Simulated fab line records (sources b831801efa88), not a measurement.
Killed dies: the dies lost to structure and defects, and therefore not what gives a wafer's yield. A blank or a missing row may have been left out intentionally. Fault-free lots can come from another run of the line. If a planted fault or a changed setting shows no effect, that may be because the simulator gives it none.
Matching of chambers / flow sky130 / SKY_METAL3_ETCH_17 on rieDiel-01: 4 sister chambers
The step etches SiO2 in C4F8/O2/Ar, stops on TiN, time 3.9 s, target depth 15 nm. 4 wafers are shown with their chamber, then 12 later ones without.

== EACH WAFER AND ITS CHAMBER ==
wafer=L085.2; chamber=0; oesProductAu (a.u.)=0.754
wafer=L086.5; chamber=2; oesProductAu (a.u.)=0.750
wafer=L088.3; chamber=1; oesProductAu (a.u.)=0.739
wafer=L088.6; chamber=3; oesProductAu (a.u.)=0.749

== WAFERS WITHOUT THEIR CHAMBER ==
wafer=L091.2; oesProductAu (a.u.)=0.742
wafer=L091.4; oesProductAu (a.u.)=0.763
wafer=L091.6; oesProductAu (a.u.)=0.752
wafer=L096.1; oesProductAu (a.u.)=0.735
wafer=L096.3; oesProductAu (a.u.)=0.751
wafer=L096.5; oesProductAu (a.u.)=0.746
wafer=L097.1; oesProductAu (a.u.)=0.741
wafer=L097.2; oesProductAu (a.u.)=0.748
wafer=L097.3; oesProductAu (a.u.)=0.746
wafer=L097.4; oesProductAu (a.u.)=0.758
wafer=L097.5; oesProductAu (a.u.)=0.752
wafer=L097.6; oesProductAu (a.u.)=0.763

== THE CHAMBER EACH PASSED THROUGH ==
wafer=L091.2; from the rows above=can't be placed: 1 or 3 or 2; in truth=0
wafer=L091.4; from the rows above=can't be placed: 0 or 2 or 3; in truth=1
wafer=L091.6; from the rows above=can't be placed: 0 or 2 or 3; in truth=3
wafer=L096.1; from the rows above=1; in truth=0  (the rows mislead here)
wafer=L096.3; from the rows above=can't be placed: 2 or 3 or 0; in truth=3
wafer=L096.5; from the rows above=can't be placed: 3 or 2 or 1 or 0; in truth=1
wafer=L097.1; from the rows above=can't be placed: 1 or 3 or 2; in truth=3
wafer=L097.2; from the rows above=can't be placed: 3 or 2 or 0 or 1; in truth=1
wafer=L097.3; from the rows above=can't be placed: 3 or 2 or 1 or 0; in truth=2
wafer=L097.4; from the rows above=can't be placed: 0 or 2 or 3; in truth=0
wafer=L097.5; from the rows above=can't be placed: 0 or 2 or 3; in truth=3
wafer=L097.6; from the rows above=can't be placed: 0 or 2 or 3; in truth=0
Placed correctly: 0 of 12. Unplaceable from these rows: 11, with the true chamber sitting among the candidates in 9. Placed wrongly: 1.
How it was worked out, from the rows above alone: a wafer's distance from a chamber is the root of the sum, over the readings, of the square of ((its reading less the chamber's mean) divided by the reading's scatter). The wafer belongs to the nearest chamber; if the next one is less than 2 further off, it can't be placed. A chamber's mean is the mean of its shown wafers. The scatter: with one shown wafer a chamber, the root of the mean of the squares of how far each hidden wafer lies from its nearest shown one.
